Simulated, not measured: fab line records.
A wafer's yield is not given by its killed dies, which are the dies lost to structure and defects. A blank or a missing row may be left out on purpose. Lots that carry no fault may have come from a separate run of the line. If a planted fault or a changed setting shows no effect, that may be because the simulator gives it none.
Which tool did it?	flow gf180mcu	7 lots with 21 wafers sampled at 3 steps, on a route of 602 steps

## WHAT THE GAUGES READ, wafer by wafer
GF_SALICIDE_THK_MEAS_05: measures by xrf.
lot	measured	on	SALICIDE_TIN_THK (nm)
L833	day 15 20:33	film metro-02	20.3 20.4 20.3
L835	day 16 12:41	film metro-03	20.4 20.5 20.2
L840	day 18 17:41	film metro-01	20.4 20.4 20.7
L850	day 22 03:51	film metro-01	20.4 19.9 20.0
L853	day 23 04:21	film metro-02	19.8 20.4 19.9
L855	day 23 11:54	film metro-01	19.6 20.2 20.2

## WHICH TOOL RAN EACH LOT (tool, then ch and the chambers of the sampled wafers, then the start)
lot	GF_SAB_CVD_00	GF_SAB_ETCH_11
L833	pecvd-02 ch 0,1, day 14 22:10	rie diel-01 ch 0,1, day 15 20:02
L835	pecvd-04 ch 0,2, day 15 13:08	rie diel-04 ch 0,1,3, day 16 12:10
L840	pecvd-02 ch 0,1,2, day 17 16:32	rie diel-04 ch 0,1,2, day 18 17:09
L843	pecvd-02 ch 0,2, day 18 07:25	rie diel-02 ch 1,2,3, day 19 07:58
L850	pecvd-02 ch 0,2, day 21 03:04	rie diel-01 ch 0,1,3, day 22 03:20
L853	pecvd-04 ch 0,1, day 22 04:07	rie diel-01 ch 1,3, day 23 03:49
L855	pecvd-01 ch 0,2, day 22 11:22	rie diel-02 ch 1,2, day 23 11:22
- GF_SAB_CVD_00: deposits SiO2 from TEOS, target thk 50 nm, time 4.9302 s.
- GF_SAB_ETCH_11: etches SiO2 in C4F8/O2/Ar, target depth 55 nm, time 8.5 s.

## THE ANSWER, worked out from the rows above alone
Rule: what is usual is taken from the lots themselves. The widest of any qualifying gaps counts: lots, ordered by their means at a reading, are off when they make up no more than a third of the lots, leave a main group of 4 or more, and stand apart from it by 3 or more times the standard deviation of that group's means. A main group is skipped when, at the precision printed for the reading in the tables above, its means are all equal. A lot without any number at a reading at which 4 lots or more have one is off too. Any other lot the step has rows for is counted as sound.
Nothing can be told from this: no lot is off at any reading shown.

## WHAT THE SIMULATOR PUT IN
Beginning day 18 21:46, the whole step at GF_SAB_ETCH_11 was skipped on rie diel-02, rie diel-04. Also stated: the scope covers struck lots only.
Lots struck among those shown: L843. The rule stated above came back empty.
